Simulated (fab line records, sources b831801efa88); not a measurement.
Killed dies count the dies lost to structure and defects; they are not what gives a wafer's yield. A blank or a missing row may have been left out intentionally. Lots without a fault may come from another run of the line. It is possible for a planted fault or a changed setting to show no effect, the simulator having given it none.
Which tool was responsible? + flow sky130 + Sampling: 24 lots, 72 wafers, 5 of 708 route steps

WHAT EACH GAUGE READ, for each wafer
SKY_CONTACT_BOW_MEAS_05.
| lot  | measured     | on            | CONTACT_BOW (um) |
|------|--------------|---------------|------------------|
| L074 | day 30 02:29 | film metro-03 | 63 79 78         |
| L075 | day 30 13:42 | film metro-02 | 80 83 79         |
| L076 | day 30 19:43 | film metro-01 | 84 81 96         |
| L077 | day 31 16:16 | film metro-01 | 81 68 78         |
| L078 | day 31 18:34 | film metro-02 | 82 76 87         |
| L079 | day 31 23:21 | film metro-01 | 84 78 80         |
| L080 | day 32 07:53 | film metro-02 | 85 99 90         |
| L082 | day 33 20:12 | film metro-01 | 80 85 76         |
| L083 | day 33 20:50 | film metro-03 | 72 89 89         |
| L081 | day 33 22:55 | film metro-03 | 81 86 86         |
| L084 | day 33 23:26 | film metro-02 | 92 90 92         |
| L085 | day 34 05:51 | film metro-03 | 80 79 76         |
| L086 | day 35 02:58 | film metro-02 | 87 78 84         |
| L087 | day 35 05:11 | film metro-03 | 83 83 81         |
| L088 | day 35 08:28 | film metro-01 | 70 81 72         |
| L089 | day 35 19:17 | film metro-01 | 83 78 88         |
| L090 | day 36 00:11 | film metro-03 | 89 91 90         |
| L092 | day 36 02:29 | film metro-02 | 86 87 80         |
| L091 | day 36 05:00 | film metro-02 | 75 87 84         |
| L093 | day 36 17:16 | film metro-03 | 91 71 71         |
| L094 | day 36 19:15 | film metro-03 | 82 84 95         |
| L095 | day 37 01:32 | film metro-02 | 77 73 77         |
| L096 | day 37 12:10 | film metro-03 | 89 87 80         |
| L097 | day 37 13:41 | film metro-03 | 91 75 79         |

SKY_CONTACT_THK_MEAS_26: measures by xrf.
| lot  | measured     | on            | CONTACT_W_THK (nm) |
|------|--------------|---------------|--------------------|
| L074 | day 31 06:36 | film metro-02 | 352 343 346        |
| L075 | day 31 18:07 | film metro-03 | 328 331 332        |
| L076 | day 32 00:08 | film metro-01 | 336 335 340        |
| L077 | day 32 19:59 | film metro-03 | 332 332 333        |
| L078 | day 32 22:25 | film metro-01 | 333 333 331        |
| L079 | day 33 03:49 | film metro-03 | 337 338 340        |
| L080 | day 33 10:58 | film metro-03 | 332 335 335        |
| L082 | day 34 23:35 | film metro-03 | 334 336 334        |
| L083 | day 35 00:40 | film metro-02 | 335 336 336        |
| L081 | day 35 02:57 | film metro-01 | 330 335 332        |
| L084 | day 35 03:55 | film metro-01 | 334 335 333        |
| L085 | day 35 09:49 | film metro-01 | 333 333 332        |
| L086 | day 36 05:40 | film metro-03 | 333 336 333        |
| L087 | day 36 11:46 | film metro-01 | 332 334 333        |
| L088 | day 36 12:26 | film metro-02 | 341 339 337        |
| L089 | day 36 23:05 | film metro-03 | 330 333 333        |
| L090 | day 37 03:29 | film metro-03 | 328 333 330        |
| L092 | day 37 05:29 | film metro-02 | 344 343 337        |
| L091 | day 37 08:14 | film metro-03 | 336 336 327        |
| L093 | day 37 20:39 | film metro-01 | 337 335 337        |
| L094 | day 37 22:43 | film metro-01 | 337 342 335        |
| L095 | day 38 04:22 | film metro-01 | 337 336 343        |
| L096 | day 38 15:20 | film metro-03 | 330 334 328        |
| L097 | day 38 16:41 | film metro-01 | 336 338 331        |

SKY_METAL1_RS_MEAS_05: a four-point-probe measurement.
| lot  | measured     | on            | METAL1_ALCU_RS (ohm/sq) |
|------|--------------|---------------|-------------------------|
| L074 | day 31 07:06 | film metro-01 | 0.1269 0.1273 0.1278    |
| L075 | day 31 18:37 | film metro-04 | 0.1269 0.1254 0.1266    |
| L076 | day 32 00:38 | film metro-03 | 0.1269 0.1272 0.1280    |
| L077 | day 32 20:44 | film metro-01 | 0.1268 0.1261 0.1268    |
| L078 | day 32 22:56 | film metro-03 | 0.1251 0.1249 0.1234    |
| L079 | day 33 04:19 | film metro-01 | 0.1265 0.1269 0.1264    |
| L080 | day 33 11:53 | film metro-01 | 0.1259 0.1253 0.1267    |
| L082 | day 35 00:05 | film metro-01 | 0.1238 0.1249 0.1247    |
| L083 | day 35 01:10 | film metro-01 | 0.1239 0.1239 0.1241    |
| L081 | day 35 03:27 | film metro-04 | 0.1255 0.1254 0.1254    |
| L084 | day 35 04:25 | film metro-04 | 0.1257 0.1259 0.1246    |
| L085 | day 35 10:19 | film metro-01 | 0.1266 0.1259 0.1261    |
| L086 | day 36 06:10 | film metro-01 | 0.1276 0.1270 0.1274    |
| L087 | day 36 12:17 | film metro-03 | 0.1272 0.1263 0.1264    |
| L088 | day 36 12:56 | film metro-03 | 0.1272 0.1272 0.1271    |
| L089 | day 36 23:35 | film metro-04 | 0.1250 0.1262 0.1255    |
| L090 | day 37 03:59 | film metro-01 | 0.1251 0.1239 0.1247    |
| L092 | day 37 05:59 | film metro-01 | 0.1258 0.1275 0.1259    |
| L091 | day 37 08:44 | film metro-01 | 0.1261 0.1261 0.1254    |
| L093 | day 37 21:09 | film metro-03 | 0.1280 0.1281 0.1272    |
| L094 | day 37 23:14 | film metro-03 | 0.1298 0.1294 0.1291    |
| L095 | day 38 04:52 | film metro-04 | 0.1251 0.1247 0.1259    |
| L096 | day 38 15:54 | film metro-03 | 0.1268 0.1245 0.1261    |
| L097 | day 38 17:11 | film metro-03 | 0.1261 0.1281 0.1273    |

SKY_METAL1_THK_MEAS_06: measures by xrf.
| lot  | measured     | on            | METAL1_ALCU_THK (nm) |
|------|--------------|---------------|----------------------|
| L074 | day 31 07:13 | film metro-01 | 249.9 248.8 245.9    |
| L075 | day 31 18:44 | film metro-04 | 250.4 253.1 250.6    |
| L076 | day 32 00:45 | film metro-03 | 252.4 252.9 248.2    |
| L077 | day 32 20:51 | film metro-01 | 248.5 251.1 247.2    |
| L078 | day 32 23:02 | film metro-03 | 255.2 254.7 257.2    |
| L079 | day 33 04:26 | film metro-01 | 251.5 251.1 251.0    |
| L080 | day 33 11:59 | film metro-01 | 251.9 254.2 252.4    |
| L082 | day 35 00:12 | film metro-01 | 255.5 250.9 252.4    |
| L083 | day 35 01:17 | film metro-01 | 255.7 252.9 253.7    |
| L081 | day 35 03:34 | film metro-04 | 252.4 253.1 252.7    |
| L084 | day 35 04:32 | film metro-04 | 252.5 252.0 253.5    |
| L085 | day 35 10:26 | film metro-01 | 249.7 252.1 251.1    |
| L086 | day 36 06:17 | film metro-01 | 247.8 248.5 247.9    |
| L087 | day 36 12:23 | film metro-03 | 249.8 251.4 251.8    |
| L088 | day 36 13:04 | film metro-03 | 250.3 247.7 250.1    |
| L089 | day 36 23:42 | film metro-04 | 253.6 250.3 253.3    |
| L090 | day 37 04:06 | film metro-01 | 251.8 252.1 253.2    |
| L092 | day 37 06:06 | film metro-01 | 250.6 245.2 251.0    |
| L091 | day 37 08:51 | film metro-01 | 251.1 250.4 252.0    |
| L093 | day 37 21:16 | film metro-03 | 248.2 248.4 251.6    |
| L094 | day 37 23:20 | film metro-03 | 243.1 245.6 245.8    |
| L095 | day 38 04:59 | film metro-04 | 251.5 254.3 252.4    |
| L096 | day 38 16:01 | film metro-03 | 249.9 254.1 252.5    |
| L097 | day 38 17:18 | film metro-03 | 252.0 246.9 250.5    |

SKY_METAL1_CD_MEAS_15: the cd target is 140 nm.
| lot  | measured     | on        | cd nm (nm)        |
|------|--------------|-----------|-------------------|
| L074 | day 32 10:19 | cd sem-01 | 140.9 140.6 140.8 |
| L075 | day 32 21:29 | cd sem-02 | 138.6 138.3 139.9 |
| L076 | day 33 03:34 | cd sem-02 | 140.6 139.7 139.1 |
| L077 | day 33 23:34 | cd sem-02 | 139.7 139.0 142.2 |
| L078 | day 34 01:44 | cd sem-01 | 138.3 139.8 140.6 |
| L079 | day 34 07:11 | cd sem-02 | 142.1 143.7 143.0 |
| L080 | day 34 14:53 | cd sem-01 | 139.3 140.0 140.7 |
| L082 | day 36 02:34 | cd sem-02 | 140.8 141.3 141.1 |
| L083 | day 36 03:07 | cd sem-01 | 138.5 139.4 138.8 |
| L081 | day 36 05:53 | cd sem-02 | 142.8 143.9 143.8 |
| L084 | day 36 06:17 | cd sem-02 | 140.6 139.0 139.4 |
| L085 | day 36 13:29 | cd sem-01 | 138.5 138.0 137.6 |
| L086 | day 37 08:47 | cd sem-02 | 137.8 138.3 138.9 |
| L087 | day 37 13:35 | cd sem-01 | 141.2 141.2 142.3 |
| L088 | day 37 15:01 | cd sem-01 | 138.3 140.0 139.3 |
| L089 | day 38 00:44 | cd sem-01 | 140.9 141.9 141.2 |
| L090 | day 38 05:40 | cd sem-02 | 140.7 139.5 140.2 |
| L092 | day 38 08:20 | cd sem-02 | 140.0 140.8 141.3 |
| L091 | day 38 10:59 | cd sem-02 | 140.6 142.1 141.1 |
| L093 | day 38 22:49 | cd sem-02 | 142.5 141.7 142.1 |
| L094 | day 39 00:26 | cd sem-01 | 140.3 139.4 139.9 |
| L095 | day 39 06:16 | cd sem-02 | 139.7 138.4 138.8 |
| L096 | day 39 17:49 | cd sem-01 | 137.2 136.9 137.4 |
| L097 | day 39 18:38 | cd sem-01 | 144.1 142.0 142.8 |

WHICH TOOL RAN EACH LOT (tool, then ch and the chambers of the sampled wafers, then the start)
Before these readings, the record contains no process step.

AS READ BY THE TOOLS THEMSELVES (means over the sampled wafers that have a number; for cases with no such wafer, the mark the record gives instead)
The record holds no such reading with a usual standard deviation.

THE ANSWER, worked out from the rows above alone
Rule: the usual values come from the lots themselves. Put in order of their means at a reading, lots are off if they are a third of the lots or fewer, leave a main group of 4 or more, and stand apart from it by a gap of 3 or more times the standard deviation of the main group's means; of several such gaps the widest counts. A main group whose means are all the same, to the digits that the tables above print for the reading, isn't used. A lot without any number at a reading at which 4 lots or more have one is off too. Where the step has rows for the other lots, those lots are counted as sound. After the gauges, taken in route order, come the tools' own readings; for these a lot's mean is taken, as printed above. At the first step where some lot is off, the reading lying furthest off is the one used; lots without a number count as furthest.
Across all readings shown, no lot is off: no conclusion can be drawn from this.

WHAT THE SIMULATOR PUT IN
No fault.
